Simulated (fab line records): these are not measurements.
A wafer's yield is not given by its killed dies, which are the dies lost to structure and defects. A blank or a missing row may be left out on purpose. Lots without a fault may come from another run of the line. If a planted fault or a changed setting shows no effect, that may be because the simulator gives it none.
fab line records + flow gf180mcu + part 2 of 2: steps 26 to 35 of 35
[record]
- lots = 5
- wafers = 15
- last-day = 34
route steps=602 shown V4@490 MIM@503
lots that met no fault: taken from a fault-free run of the same line
start-h: hours from the record's opening day to when the first of the lot's shown wafers began + wait-h: hours since the lot's step before + " identical to the entry in the row above + L1.1+2: several wafers, shown together as one row + - either no value or no given start + * or withheld: withheld + < > ~ a bound
route shown NAME@n: names a module that has steps shown in the file, with the first one's number in the route + usual: average and standard deviation across the fault-free wafers + same: alike in all rows + chamber/n: place in a boat + sites: each site's reading + _std_site: the standard deviation of these + _edge_site: mean of outer sites minus mean of inner sites + radius-mm: how far each site lies from the wafer's centre + mask NAME#n: copy n + behind: tool/chamber where the wafer was last shaped + hold: what put the lot on hold/how long, in hours/how the hold closed + device: names the non-switching transistor (n, p or np) + end of line: the tests these same wafers got at the end of their route + a step with no rows: only its recipe + killed: dies that structure and defects cost at the first sort, which is not the same as the wafer's yield + map: a wafer's dies, marking killed ones x, the rest . and places with no die _
set.NAME: the run value of the setting; set.NAME@STEP: its run value at that earlier step + model.NAME: the simulator's own value behind a step, which no gauge read
certain route steps with their lots: each step a table, each wafer a row
services: the hour from which a tool's chamber was out of use, counted from the record's first day as start-h (under 0 if before that day), plus the number of hours and why
[[steps]]
[step GF_MIM_DEHYDRATE_12]
[recipe]
- temp-c = 200
- time-s = 60
| lot.wafer  | tool           | chamber | start-h | wait-h |
|------------|----------------|---------|---------|--------|
| L077.1+2+3 | litho-track-02 | 0       | 599.18  | 10.0   |
| L084.1+2+6 | litho-track-02 | 0       | 652.23  | 9.6    |
| L085.1+4+6 | litho-track-02 | 0       | 657.83  | 9.2    |
| L086.1+4+6 | litho-track-03 | 0       | 668.09  | 8.5    |
| L095.1+4+5 | litho-track-02 | 0       | 727.58  | 8.1    |
[step GF_MIM_HMDS_13]
[recipe]
- prime-time-s = 60
- prime-temp-c = 120
[same]
- prime-time-s = 60
| lot.wafer  | tool           | chamber | start-h | wait-h |
|------------|----------------|---------|---------|--------|
| L077.1+2+3 | litho-track-02 | 0       | 599.33  | 0.1    |
| L084.1+2+6 | litho-track-02 | 0       | 652.38  | 0.1    |
| L085.1+4+6 | litho-track-02 | 0       | 657.98  | 0.1    |
| L086.1+4+6 | litho-track-03 | 0       | 668.24  | 0.1    |
| L095.1+4+5 | litho-track-02 | 0       | 727.73  | 0.1    |
[step GF_MIM_COAT_14]
[recipe]
- resist = NOVOLAK
- spin-rpm = 3000
- resist-thk-nm = 1000
[usual]
- dispense-pressure-kPa = 54.6/1.8
- spin-speed-rpm = 3000.1/2.4
| lot.wafer | tool           | chamber | start-h | wait-h | dispense-pressure-kPa | spin-speed-rpm |
|-----------|----------------|---------|---------|--------|-----------------------|----------------|
| L077.1    | litho-track-02 | 0       | 599.48  | 0.1    | 55.6                  | 3003.8         |
| L077.2    | "              | 0       | "       | "      | 55.6                  | 3001.7         |
| L077.3    | "              | 0       | "       | "      | 55.5                  | 3001.4         |
| L084.1    | litho-track-02 | 0       | 652.53  | 0.1    | 55.6                  | 3001.4         |
| L084.2    | "              | 0       | "       | "      | 55.6                  | 2998.3         |
| L084.6    | "              | 0       | "       | "      | 55.6                  | 2998.6         |
| L085.1    | litho-track-02 | 0       | 658.13  | 0.1    | 55.6                  | 2998.4         |
| L085.4    | "              | 0       | "       | "      | 55.6                  | 2998.5         |
| L085.6    | "              | 0       | "       | "      | 55.6                  | 2998.8         |
| L086.1    | litho-track-03 | 0       | 668.39  | 0.1    | 56.0                  | 3004.0         |
| L086.4    | "              | 0       | "       | "      | 56.0                  | 3001.1         |
| L086.6    | "              | 0       | "       | "      | 56.0                  | 2999.9         |
| L095.1    | litho-track-02 | 0       | 727.88  | 0.1    | 55.6                  | 3000.6         |
| L095.4    | "              | 0       | "       | "      | 55.5                  | 3001.9         |
| L095.5    | "              | 0       | "       | "      | 55.5                  | 2994.6         |
[step GF_MIM_SOFTBAKE_15]
[recipe]
- temp-c = 90
- time-s = 60
- resist = NOVOLAK
| lot.wafer  | tool           | chamber | start-h | wait-h |
|------------|----------------|---------|---------|--------|
| L077.1+2+3 | litho-track-02 | 0       | 599.63  | 0.1    |
| L084.1+2+6 | litho-track-02 | 0       | 652.68  | 0.1    |
| L085.1+4+6 | litho-track-02 | 0       | 658.28  | 0.1    |
| L086.1+4+6 | litho-track-03 | 0       | 668.54  | 0.1    |
| L095.1+4+5 | litho-track-02 | 0       | 728.03  | 0.1    |
[step GF_MIM_EXPOSE_16]
[recipe]
- mask-id = FuseTop
- target-cd-nm = 2000
- na = 0.6
- source-shape = conventional
- sigma-outer = 0.6
- dose-mj = 140
[usual]
- exposure-dose-mJ-cm2 = 140.01/0.14
| lot.wafer | tool             | chamber | start-h | wait-h | mask      | exposure-dose-mJ-cm2 |
|-----------|------------------|---------|---------|--------|-----------|----------------------|
| L077.1    | iline-stepper-01 | 0       | -       | -      | FuseTop#0 | 140.27               |
| L077.2    | "                | 0       | "       | "      | FuseTop#0 | 140.25               |
| L077.3    | "                | 0       | "       | "      | FuseTop#0 | 140.28               |
| L084.1    | iline-stepper-02 | 0       | -       | -      | FuseTop#0 | 139.88               |
| L084.2    | "                | 0       | "       | "      | FuseTop#0 | 139.91               |
| L084.6    | "                | 0       | "       | "      | FuseTop#0 | 140.07               |
| L085.1    | iline-stepper-02 | 0       | -       | -      | FuseTop#0 | 139.87               |
| L085.4    | "                | 0       | "       | "      | FuseTop#0 | 140.18               |
| L085.6    | "                | 0       | "       | "      | FuseTop#0 | 139.87               |
| L086.1    | iline-stepper-01 | 0       | -       | -      | FuseTop#0 | 140.07               |
| L086.4    | "                | 0       | "       | "      | FuseTop#0 | 140.01               |
| L086.6    | "                | 0       | "       | "      | FuseTop#0 | 139.99               |
| L095.1    | iline-stepper-02 | 0       | -       | -      | FuseTop#0 | 139.96               |
| L095.4    | "                | 0       | "       | "      | FuseTop#0 | 140.03               |
| L095.5    | "                | 0       | "       | "      | FuseTop#0 | 139.87               |
[step GF_MIM_PEB_17]
[recipe]
- temp-c = withheld
- time-s = *
- resist = NOVOLAK
| lot.wafer  | tool           | chamber | start-h | wait-h |
|------------|----------------|---------|---------|--------|
| L077.1+2+3 | litho-track-04 | 0       | -       | -      |
| L084.1+2+6 | litho-track-02 | 0       | -       | -      |
| L085.1+4+6 | litho-track-02 | 0       | -       | -      |
| L086.1+4+6 | litho-track-03 | 0       | -       | -      |
| L095.1+4+5 | litho-track-02 | 0       | -       | -      |
[step GF_MIM_DEVELOP_18]
[recipe]
- develop-time-s = 60
- dev-temp-c = 23
[usual]
- developer-temp-C = 23.00/0.1
| lot.wafer | tool           | chamber | start-h | wait-h | developer-temp-C |
|-----------|----------------|---------|---------|--------|------------------|
| L077.1    | litho-track-04 | 0       | 609.77  | 0.1    | 23.31            |
| L077.2    | "              | 0       | "       | "      | 23.10            |
| L077.3    | "              | 0       | "       | "      | 23.03            |
| L084.1    | litho-track-02 | 0       | 661.93  | 0.1    | 22.95            |
| L084.2    | "              | 0       | "       | "      | 23.13            |
| L084.6    | "              | 0       | "       | "      | 23.12            |
| L085.1    | litho-track-02 | 0       | 667.73  | 0.1    | 22.89            |
| L085.4    | "              | 0       | "       | "      | 23.18            |
| L085.6    | "              | 0       | "       | "      | 23.09            |
| L086.1    | litho-track-03 | 0       | 678.04  | 0.1    | 22.88            |
| L086.4    | "              | 0       | "       | "      | 23.15            |
| L086.6    | "              | 0       | "       | "      | 23.02            |
| L095.1    | litho-track-02 | 0       | 736.18  | 0.1    | 23.07            |
| L095.4    | "              | 0       | "       | "      | 22.87            |
| L095.5    | "              | 0       | "       | "      | 23.01            |
[step GF_MIM_METAL_ETCH_19]
[recipe]
- chemistry = Cl2/BCl3
- mask-material = NOVOLAK
- stop-on = Si3N4
- target-depth-nm = 324.5
- pressure-mtorr = 8
- icp-w = 800
- bias-w = 140
- Cl2_flow_sccm = 80
- bcl3-flow-sccm = 40
- time-s = 54.1
[usual]
- drypump-motor-current-A = 5.9/0.69
- oes-product-au = 0.938/0.0065
- throttle-valve-pct = 28.286/0.0095
| lot.wafer | tool         | chamber | start-h | wait-h | drypump-motor-current-A | oes-product-au | rf-hours-counter-h | throttle-valve-pct |
|-----------|--------------|---------|---------|--------|-------------------------|----------------|--------------------|--------------------|
| L077.1    | rie-metal-03 | 1       | 609.92  | 0.1    | 6.7                     | 0.940          | 5                  | 28.275             |
| L077.2    | "            | 0       | "       | "      | 6.4                     | 0.929          | 10                 | 28.289             |
| L077.3    | "            | 1       | "       | "      | 6.7                     | 0.941          | -                  | 28.291             |
| L084.1    | rie-metal-02 | 0       | 662.08  | 0.1    | 5.4                     | 0.929          | 5                  | 28.306             |
| L084.2    | "            | 1       | "       | "      | 5.5                     | 0.944          | 2                  | 28.271             |
| L084.6    | "            | 0       | "       | "      | 5.4                     | 0.941          | -                  | 28.308             |
| L085.1    | rie-metal-04 | 0       | 667.88  | 0.1    | 6.4                     | 0.941          | 9                  | 28.287             |
| L085.4    | "            | 1       | "       | "      | 4.7                     | 0.926          | -                  | 28.290             |
| L085.6    | "            | 1       | "       | "      | 4.7                     | 0.942          | -                  | 28.278             |
| L086.1    | rie-metal-04 | 0       | 678.19  | 0.1    | 6.4                     | 0.936          | 9                  | 28.303             |
| L086.4    | "            | 1       | "       | "      | 4.7                     | 0.939          | -                  | 28.287             |
| L086.6    | "            | 1       | "       | "      | 4.7                     | 0.935          | -                  | 28.289             |
| L095.1    | rie-metal-04 | 0       | 736.33  | 0.1    | 6.4                     | 0.938          | 11                 | 28.282             |
| L095.4    | "            | 1       | "       | "      | 4.7                     | 0.941          | -                  | 28.299             |
| L095.5    | "            | 1       | "       | "      | 4.7                     | 0.946          | -                  | 28.275             |
[step GF_MIM_STRIP_20]
[recipe]
- chemistry = O2/N2
- power-w = 1400
- pressure-mtorr = 1500
- platen-temp-c = 250
- o2-flow-sccm = 3000
- n2-flow-sccm = 300
- overash-fraction = 0.5
[usual]
- drypump-motor-current-A = 5.8/0.56
- heater-power-w = 337/28
- n2-flow-sccm = 300.0/0.9
- oes-product-au = 0.691/0.0052
- strip-time-to-endpoint-s = 11.20/0.041
| lot.wafer | tool            | chamber | start-h | wait-h | drypump-motor-current-A | heater-power-w | n2-flow-sccm | oes-product-au | rf-hours-counter-h | strip-time-to-endpoint-s |
|-----------|-----------------|---------|---------|--------|-------------------------|----------------|--------------|----------------|--------------------|--------------------------|
| L077.1    | plasma-asher-04 | 1       | 609.99  | 0.0    | 6.1                     | 350            | 300.6        | 0.681          | 85                 | 11.21                    |
| L077.2    | "               | 0       | "       | "      | 5.9                     | 320            | 300.1        | 0.692          | 85                 | 11.22                    |
| L077.3    | "               | 0       | "       | "      | 5.9                     | 325            | 299.1        | 0.689          | -                  | 11.26                    |
| L084.1    | plasma-asher-03 | 0       | 662.15  | 0.0    | 6.1                     | 382            | 298.8        | 0.692          | 59                 | 11.25                    |
| L084.2    | "               | 1       | "       | "      | 4.8                     | 293            | 300.6        | 0.689          | 59                 | 11.21                    |
| L084.6    | "               | 1       | "       | "      | 4.8                     | 298            | 301.3        | 0.695          | -                  | 11.20                    |
| L085.1    | plasma-asher-04 | 1       | 667.95  | 0.0    | 6.1                     | 333            | 299.6        | 0.693          | 91                 | 11.22                    |
| L085.4    | "               | 1       | "       | "      | 6.1                     | 349            | 300.6        | 0.696          | -                  | 11.23                    |
| L085.6    | "               | 1       | "       | "      | 6.1                     | 349            | 299.8        | 0.694          | -                  | 11.23                    |
| L086.1    | plasma-asher-03 | 1       | 678.26  | 0.0    | 4.8                     | 288            | 299.8        | 0.694          | 61                 | 11.17                    |
| L086.4    | "               | 0       | "       | "      | 6.1                     | 366            | 299.5        | 0.683          | -                  | 11.16                    |
| L086.6    | "               | 0       | "       | "      | 6.1                     | 373            | 299.4        | 0.694          | -                  | 11.15                    |
| L095.1    | plasma-asher-04 | 1       | 736.40  | 0.0    | 6.1                     | 345            | 299.9        | 0.685          | 98                 | 11.15                    |
| L095.4    | "               | 0       | "       | "      | 5.8                     | 322            | 300.3        | 0.683          | -                  | 11.18                    |
| L095.5    | "               | 1       | "       | "      | 6.1                     | 340            | 298.6        | 0.686          | -                  | 11.17                    |
[step GF_MIM_STRIP_21]
[recipe]
- chemistry = post-etch-residue-remover
- time-s = 1200
- temp-c = 72.5
| lot.wafer  | tool         | chamber | start-h | wait-h |
|------------|--------------|---------|---------|--------|
| L077.1+2+3 | wet-bench-04 | 3       | 610.09  | 0.1    |
| L084.1+2+6 | wet-bench-04 | 0       | 662.26  | 0.1    |
| L085.1+4+6 | wet-bench-04 | 3       | 668.05  | 0.1    |
| L086.1+4+6 | wet-bench-01 | 1       | 678.36  | 0.1    |
| L095.1+4+5 | wet-bench-04 | 0       | 736.50  | 0.1    |
[[services]]
| tool             | chamber | start-h | hours | kind   |
|------------------|---------|---------|-------|--------|
| wet-bench-04     | -       | 563.68  | 1.9   | pm     |
| wet-bench-02     | -       | 565.67  | 2.1   | repair |
| pecvd-02         | -       | 567.57  | 1.7   | repair |
| rie-diel-04      | 1       | 568.66  | 9.9   | repair |
| cmp-02           | -       | 577.39  | 2.5   | repair |
| pvd-sputter-01   | -       | 583.79  | 0.5   | repair |
| cvd-w-01         | -       | 586.70  | 0.9   | repair |
| rie-metal-04     | 0       | 595.77  | 2.5   | repair |
| rie-diel-01      | 3       | 600.71  | 12.8  | repair |
| rie-diel-01      | 0       | 604.51  | 5.0   | repair |
| rie-diel-01      | -       | 605.43  | 2.1   | repair |
| iline-stepper-02 | -       | 605.61  | 5.4   | repair |
| cmp-02           | -       | 608.44  | 3.8   | repair |
| pvd-sputter-01   | -       | 618.44  | 1.8   | repair |
| wet-bench-04     | -       | 637.03  | 2.8   | repair |
| plasma-asher-02  | -       | 667.30  | 1.7   | repair |
| rie-metal-04     | -       | 668.41  | 0.6   | repair |
| rie-metal-04     | -       | 670.46  | 0.7   | repair |
| pvd-sputter-01   | -       | 679.69  | 27.1  | repair |
| pvd-sputter-02   | -       | 690.74  | 18.4  | repair |
| rie-diel-01      | -       | 696.61  | 0.7   | repair |
| cmp-02           | -       | 710.72  | 5.5   | pm     |
| pecvd-02         | -       | 713.26  | 1.1   | repair |
| plasma-asher-02  | -       | 733.75  | 9.0   | pm     |
